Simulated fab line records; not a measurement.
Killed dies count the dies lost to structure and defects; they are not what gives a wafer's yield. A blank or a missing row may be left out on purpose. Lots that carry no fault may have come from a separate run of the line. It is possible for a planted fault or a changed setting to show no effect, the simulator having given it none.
fab line records -- flow sky130
[record] lots = 7, wafers = 21, lastDay = 50
route steps=708 shown CONTACT@407
lots with no fault: from the same line, run without faults
startH: hours from the record's first day to the start of the lot's first wafer shown -- waitH: hours since the lot's step before -- " repeats the value in the row above -- L1.1+2: several wafers, shown together as one row -- - value missing, or start not given -- * or withheld: withheld -- < > ~ a bound
route shown NAME@n: NAME is a module with steps in the file, n the number in the route of the first one -- usual: the fault-free wafers' mean and standard deviation -- same: alike in all rows -- chamber/n: place in a boat -- sites: the reading at each site -- _std_site: the values' standard deviation -- _edge_site: outer sites' mean less inner sites' -- radiusMm: for every site, how far away it sits from the centre of the wafer -- mask NAME#n: copy n -- behind: tool/chamber where the wafer was last shaped -- hold: reason for holding the lot/hours on hold/outcome of the hold -- device: the n, p or np transistor that did not switch -- end of line: at the end of the route, the tests of the same wafers -- a step with no rows: only its recipe -- killed: at the first sort, the dies lost to defects and structure; wafer yield is something else -- map: the dies of a wafer, with x for killed, . for not killed, _ for no die there
set.NAME: the setting that was run; set.NAME@STEP: the one run at that earlier step -- model.NAME: the simulator's own value behind a step, which no gauge read
lots at some steps of the route; a table a step, a row a wafer
services: from which hour (startH, from the record's first day; less than 0 if before it) a tool's chamber was out of use, for how many hours, and why
[[steps]]
[step SKY_CONTACT_THK_MEAS_01]
[recipe] reads = Si3N4_of_CONTACT_CVD_00
[usual] CONTACT_CVD_00_THK = 75.1/0.87
lot.wafer,tool,chamber,startH,waitH,CONTACT_CVD_00_THK[nm]
L811.2,filmMetro-04,-,755.21,-,75.5
L811.3,filmMetro-04,-,755.21,-,74.1
L811.6,filmMetro-04,-,755.21,-,75.4
L817.2,filmMetro-03,-,801.44,-,74.5
L817.5,filmMetro-03,-,801.44,-,75.5
L817.6,filmMetro-03,-,801.44,-,75.0
L823.1,filmMetro-01,-,846.84,-,75.0
L823.4,filmMetro-01,-,846.84,-,76.1
L823.6,filmMetro-01,-,846.84,-,75.7
L824.4,filmMetro-03,-,849.16,-,76.6
L824.5,filmMetro-03,-,849.16,-,75.5
L824.6,filmMetro-03,-,849.16,-,75.0
L825.1,filmMetro-01,-,858.35,-,74.6
L825.5,filmMetro-01,-,858.35,-,76.4
L825.6,filmMetro-01,-,858.35,-,75.6
L827.1,filmMetro-04,-,872.74,-,73.1
L827.4,filmMetro-04,-,872.74,-,75.0
L827.6,filmMetro-04,-,872.74,-,74.8
L828.2,filmMetro-03,-,878.33,-,74.2
L828.3,filmMetro-03,-,878.33,-,75.8
L828.4,filmMetro-03,-,878.33,-,75.0
[step SKY_CONTACT_HDPCVD_02]
[recipe] material = SiO2, targetThkNm = 565, sigmaOpenFrac = 0.3, timeS = 94.2, tempC = 600, sih4FlowSccm = 60, pressureMtorr = 6
[step SKY_CONTACT_THK_MEAS_03]
[recipe] reads = SiO2_of_CONTACT_HDPCVD_02
[usual] CONTACT_HDPCVD_THK = 564/6.6
lot.wafer,tool,chamber,startH,waitH,CONTACT_HDPCVD_THK[nm]
L811.2,filmMetro-03,-,755.34,0.0,559
L811.3,filmMetro-03,-,755.34,0.0,560
L811.6,filmMetro-03,-,755.34,0.0,565
L817.2,filmMetro-01,-,801.57,0.0,568
L817.5,filmMetro-01,-,801.57,0.0,565
L817.6,filmMetro-01,-,801.57,0.0,563
L823.1,filmMetro-04,-,846.97,0.0,564
L823.4,filmMetro-04,-,846.97,0.0,568
L823.6,filmMetro-04,-,846.97,0.0,567
L824.4,filmMetro-01,-,849.29,0.0,577
L824.5,filmMetro-01,-,849.29,0.0,568
L824.6,filmMetro-01,-,849.29,0.0,574
L825.1,filmMetro-03,-,858.48,0.0,569
L825.5,filmMetro-03,-,858.48,0.0,575
L825.6,filmMetro-03,-,858.48,0.0,571
L827.1,filmMetro-03,-,872.87,0.0,570
L827.4,filmMetro-03,-,872.87,0.0,568
L827.6,filmMetro-03,-,872.87,0.0,561
L828.2,filmMetro-04,-,878.46,0.0,576
L828.3,filmMetro-04,-,878.46,0.0,575
L828.4,filmMetro-04,-,878.46,0.0,574
[step SKY_CONTACT_CMP_04]
[recipe] material = SiO2, downForcePsi = 4, platenRpm = 60, padVelocityMS = 0.94248
[usual] motorCurrentA = 11.9/1.1, retainingRingPressureFrac = 1.000/0.0049, timeToEndpointS = 83/4
lot.wafer,tool,chamber,startH,waitH,motorCurrentA,retainingRingPressureFrac,timeToEndpointS
L811.2,cmp-02,2,755.49,0.1,11.6,0.995,83
L811.3,cmp-02,3,755.49,0.1,12.0,1.002,80
L811.6,cmp-02,0,755.49,0.1,10.0,0.998,85
L817.2,cmp-01,2,801.62,0.0,12.1,0.997,91
L817.6,cmp-01,2,801.62,0.0,12.3,1.004,85
L817.5,cmp-01,3,801.62,0.0,13.1,1.003,81
L823.1,cmp-01,0,847.13,0.1,13.2,1.001,87
L823.4,cmp-01,1,847.13,0.1,10.8,1.000,90
L823.6,cmp-01,3,847.13,0.1,12.5,1.003,86
L824.4,cmp-01,0,849.32,0.0,12.2,1.002,90
L824.6,cmp-01,0,849.32,0.0,13.1,1.005,91
L824.5,cmp-01,1,849.32,0.0,11.2,0.990,87
L825.1,cmp-02,2,858.54,0.1,11.0,1.002,85
L825.6,cmp-02,2,858.54,0.1,11.1,1.001,88
L825.5,cmp-02,3,858.54,0.1,11.5,0.993,84
L827.4,cmp-02,2,872.93,0.0,10.8,1.006,85
L827.1,cmp-02,3,872.93,0.0,11.3,0.998,79
L827.6,cmp-02,2,872.93,0.0,11.0,1.002,81
L828.3,cmp-01,3,878.51,0.0,13.0,1.002,85
L828.2,cmp-01,0,878.51,0.0,12.8,1.002,90
L828.4,cmp-01,2,878.51,0.0,11.8,1.007,87
[step SKY_CONTACT_BOW_MEAS_05]
[recipe] mode = bow
[usual] CONTACT_BOW = 83/7.3
lot.wafer,tool,chamber,startH,waitH,CONTACT_BOW[um]
L811.2,filmMetro-01,-,755.71,0.2,90
L811.3,filmMetro-01,-,755.71,0.2,85
L811.6,filmMetro-01,-,755.71,0.2,86
L817.2,filmMetro-03,-,801.94,0.3,76
L817.5,filmMetro-03,-,801.94,0.3,78
L817.6,filmMetro-03,-,801.94,0.3,102
L823.1,filmMetro-01,-,847.33,0.1,85
L823.4,filmMetro-01,-,847.33,0.1,78
L823.6,filmMetro-01,-,847.33,0.1,89
L824.4,filmMetro-03,-,849.68,0.3,72
L824.5,filmMetro-03,-,849.68,0.3,80
L824.6,filmMetro-03,-,849.68,0.3,87
L825.1,filmMetro-03,-,858.84,0.2,71
L825.5,filmMetro-03,-,858.84,0.2,83
L825.6,filmMetro-03,-,858.84,0.2,82
L827.1,filmMetro-01,-,873.23,0.2,75
L827.4,filmMetro-01,-,873.23,0.2,90
L827.6,filmMetro-01,-,873.23,0.2,98
L828.2,filmMetro-01,-,878.83,0.2,77
L828.3,filmMetro-01,-,878.83,0.2,74
L828.4,filmMetro-01,-,878.83,0.2,84
[step SKY_CONTACT_DEHYDRATE_06]
[recipe] tempC = 200, timeS = 60
[step SKY_CONTACT_HMDS_07]
[recipe] primeTimeS = 60, primeTempC = 120
[step SKY_CONTACT_COAT_08]
[recipe] resist = BARC, tempC = withheld, timeS = withheld, spinRpm = 3000, resistThkNm = 60
[step SKY_CONTACT_COAT_09]
[recipe] resist = KrF-thick, spinRpm = 3000, resistThkNm = 450
[step SKY_CONTACT_SOFTBAKE_10]
[recipe] tempC = 100, timeS = 90, resist = KrF-thick
[step SKY_CONTACT_EXPOSE_11]
[recipe] maskId = CTM1, na = 0.8, sourceShape = annular, sigmaInner = 0.55, sigmaOuter = 0.85, targetCdNm = 170, doseMj = 38
[step SKY_CONTACT_PEB_12]
[recipe] pebTempC = withheld, pebTimeS = withheld, resist = KrF-thick
[step SKY_CONTACT_DEVELOP_13]
[recipe] developTimeS = 60, resist = KrF-thick, devTempC = 21
[usual] chillPlateTempC = 22.99/0.096, developTimeS = 60/0
lot.wafer,tool,chamber,startH,waitH,chillPlateTempC,developTimeS,model.KrF-thick_of_CONTACT_COAT_09.thkNm
L811.2,lithoTrack-03,0,781,-,22.94,60,436.7
L811.3,lithoTrack-03,0,781,-,22.90,60,438
L811.6,lithoTrack-03,0,781,-,22.95,60,438.9
L817.2,lithoTrack-02,0,828,-,22.97,60,436
L817.5,lithoTrack-02,0,828,-,22.92,60,436.6
L817.6,lithoTrack-02,0,828,-,23.05,60,435.6
L823.1,lithoTrack-01,-,873,-,-,-,448
L823.4,lithoTrack-01,-,873,-,-,-,449.9
L823.6,lithoTrack-01,-,873,-,-,-,450.4
L824.4,lithoTrack-03,-,875,-,-,-,451.9
L824.5,lithoTrack-03,-,875,-,-,-,453
L824.6,lithoTrack-03,-,875,-,-,-,450.7
L825.1,lithoTrack-02,-,884,-,-,-,448.1
L825.5,lithoTrack-02,-,885,-,-,-,448.7
L825.6,lithoTrack-02,-,885,-,-,-,449
L827.1,lithoTrack-01,0,898,-,22.99,60,437.4
L827.4,lithoTrack-01,0,898,-,23.05,60,438.8
L827.6,lithoTrack-01,0,898,-,22.90,60,437.3
L828.2,lithoTrack-01,0,905,-,23.10,60,435.4
L828.3,lithoTrack-01,0,905,-,23.12,60,435.2
L828.4,lithoTrack-01,0,905,-,23.14,60,435.1
[step SKY_CONTACT_CD_MEAS_14]
[recipe] targetCdNm = 170
[usual] cdNm = 169.3/1.6
lot.wafer,tool,chamber,startH,waitH,cdNm
L811.2,cdSem-01,-,781.51,-,168.8
L811.3,cdSem-01,-,781.51,-,168.2
L811.6,cdSem-01,-,781.51,-,167.7
L817.2,cdSem-01,-,828.87,-,169.3
L817.5,cdSem-01,-,828.87,-,168.0
L817.6,cdSem-01,-,828.87,-,168.9
L823.1,cdSem-02,-,873.28,-,-
L823.4,cdSem-02,-,873.28,-,-
L823.6,cdSem-02,-,873.28,-,-
L824.4,cdSem-01,-,875.40,-,-
L824.5,cdSem-01,-,875.40,-,-
L824.6,cdSem-01,-,875.40,-,-
L825.1,cdSem-01,-,885.10,-,-
L825.5,cdSem-01,-,885.10,-,-
L825.6,cdSem-01,-,885.10,-,-
L827.1,cdSem-02,-,898.93,-,168.3
L827.4,cdSem-02,-,898.93,-,169.7
L827.6,cdSem-02,-,898.93,-,169.8
L828.2,cdSem-01,-,905.15,-,167.0
L828.3,cdSem-01,-,905.15,-,169.4
L828.4,cdSem-01,-,905.15,-,167.3
[[services]]
tool,chamber,startH,hours,kind
cmp-01,-,737.43,5.1,pm
cmp-01,-,744.00,4.0,pm
cmp-01,-,748.00,-,consumableReplace:conditioner
cmp-01,-,748.00,-,consumableReplace:pad
cmp-02,-,758.72,0.2,repair
cmp-01,-,763.33,3.6,repair
cmp-01,-,775.15,5.2,pm
cmp-02,-,791.76,1.2,repair
cmp-02,-,826.93,1.5,repair
cmp-02,-,849.84,2.2,repair
[[key]]
[firstSign] step = SKY_CONTACT_DEVELOP_13, reading = toolRecord, direction = missing
effect none on later readings
[modelEffect] step = SKY_CONTACT_DEVELOP_13, value = KrF-thick_of_CONTACT_COAT_09.thkNm, without = 435.9, struck = 450
metAt SKY_CONTACT_DEVELOP_13
struckWafers L823.1,L823.4,L823.6,L824.4,L824.5,L824.6,L825.1,L825.5,L825.6
laterRowsLeftOut L823.1,L823.4,L823.6,L824.4,L824.5,L824.6,L825.1,L825.5,L825.6
sortLeftOut L823.1,L823.4,L823.6,L824.4,L824.5,L824.6,L825.1,L825.5,L825.6
testerLeftOut L823,L824,L825
onsetBetween 828 873
[fault] kind = skippedStepWhole, tool = lithoTrack-01,lithoTrack-02,lithoTrack-03, chamber = -, onsetH = 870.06, steps = SKY_CONTACT_DEVELOP_13, scope = struckLotsOnly
// testerLeftOut: of these lots the tester's yield and bins aren't shown, on N5 and GAA mostly nor the transistor test; their killed dies are dies lost to structure and defects alone, not to doping, threshold or leakage, so they don't give the yield
// sortLeftOut: the simulated sort isn't trusted on such a fault, so these wafers' sort isn't shown, and their yield isn't known
// laterRowsLeftOut: the simulator's readings of these wafers behind a module that went badly wrong aren't trusted and aren't shown, but for the sort
